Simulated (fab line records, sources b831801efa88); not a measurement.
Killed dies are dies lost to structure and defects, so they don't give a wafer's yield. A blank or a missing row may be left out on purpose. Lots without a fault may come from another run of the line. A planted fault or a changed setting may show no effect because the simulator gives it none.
A struck lot beside a sound one | flow sky130 | 15 steps out of a route of 708
Sound: wafers L569.1, L569.3, L569.5. Struck: wafers L585.1, L585.3, L585.6. The cause comes at the end.
At each step with rows: each side's tool, then ch and its chambers, then its first start. Under that, the readings that differ: sound wafers | struck wafers | difference of the means | sigmas: that difference in standard deviations of wafers without a fault.
alike: readings whose means differ by less than 2 such deviations, and words and numbers that are the same on both sides. not compared: withheld readings, readings that some wafer has no value for, bounds like >300 that may hide the same value, and numbers for which the record gives no deviation and whose values overlap.
The two part at a step that has a row with sigmas, a row that says differs or no value, or rows on one side only. Numbers that don't overlap but have no deviation are shown without sigmas and don't part them. A reading that every wafer of one side lacks parts them only if that side has two wafers or more.

SKY_LDD_HVN_OVL_MEAS_07:
  sound on overlay-01, day 22 08:25; struck on overlay-02, day 27 19:16
  alike: LDD_HVN_OVL
then, 1 step without rows for these wafers: SKY_LDD_HVN_IMPLANT_08.
SKY_LDD_HVN_STRIP_09: strips in O2/N2.
  sound on plasma_asher-04 ch 0,1, day 22 08:45; struck on plasma_asher-02 ch 0,1, day 27 19:26
  alike: chamber_pressure_mTorr, drypump_motor_current_A, o2_flow_sccm, oes_product_au, strip_time_to_endpoint_s
  not compared: rf_hours_counter_h
SKY_LDD_HVN_TW_MEAS_10:
  sound on film_metro-02, day 22 08:51; struck on film_metro-01, day 27 19:32
  alike: LDD_HVN_TW
then, 7 steps without rows for these wafers: SKY_LDD_HVP_DEHYDRATE_00 (time 60 s); SKY_LDD_HVP_HMDS_01 (prime time 60 s); SKY_LDD_HVP_COAT_02 (resist thk 300 nm); SKY_LDD_HVP_SOFTBAKE_03 (time 60 s); SKY_LDD_HVP_EXPOSE_04 (exposes mask HVPTM, target cd 700 nm); SKY_LDD_HVP_PEB_05; SKY_LDD_HVP_DEVELOP_06 (develop time 60 s).
SKY_LDD_HVP_OVL_MEAS_07:
  sound on overlay-02, day 23 15:19; struck on overlay-01, day 28 22:50
  alike: LDD_HVP_OVL
SKY_LDD_HVP_IMPLANT_08:
  sound on implanter-01 ch 0, day 23 15:20; struck on implanter-02 ch 0, day 28 22:53
  reading       | sound                           | struck                           | difference  | sigmas
  dose_ions_cm2 | 1.702e+13 1.7016e+13 1.7006e+13 | 1.7562e+13 1.7576e+13 1.7593e+13 | +5.6300e+11 | +31
SKY_LDD_HVP_STRIP_09: strips in O2/N2.
  sound on plasma_asher-03 ch 0,1, day 23 15:29; struck on plasma_asher-03 ch 0,1, day 28 23:02
  alike: chamber_pressure_mTorr, drypump_motor_current_A, o2_flow_sccm, oes_product_au, strip_time_to_endpoint_s
  not compared: rf_hours_counter_h
-- the record jumps here: 22 days lie between the struck wafers' starts before and after (it left off in module LDD_HVP and takes up again in module PAD_OPEN, whose first step shown is number 708 of the route) --
SKY_PAD_OPEN_PROBE_99:
  sound on prober-02, day 47 07:23; struck on prober-02, day 50 22:08
  reading                        | sound          | struck         | difference | sigmas
  model.etest.tip_p_5v.rs_ohm_sq | 2824 2861 2831 | 2766 2806 2776 | -56        |
  alike: killed_at_M0_to_M3, killed_at_M4_up, killed_at_contacts, killed_at_front_end, killed_at_other, killed_dies, killed_open, killed_short

WHERE THEY PART
Only at SKY_LDD_HVP_IMPLANT_08, within this record. Later steps at which nothing parts them and some readings are alike: SKY_LDD_HVP_STRIP_09, SKY_PAD_OPEN_PROBE_99.

WHY: what the simulator had put in
Process parameter drift: implanter-02, from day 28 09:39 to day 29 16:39, at SKY_LDD_HVP_IMPLANT_08. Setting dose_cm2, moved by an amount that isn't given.
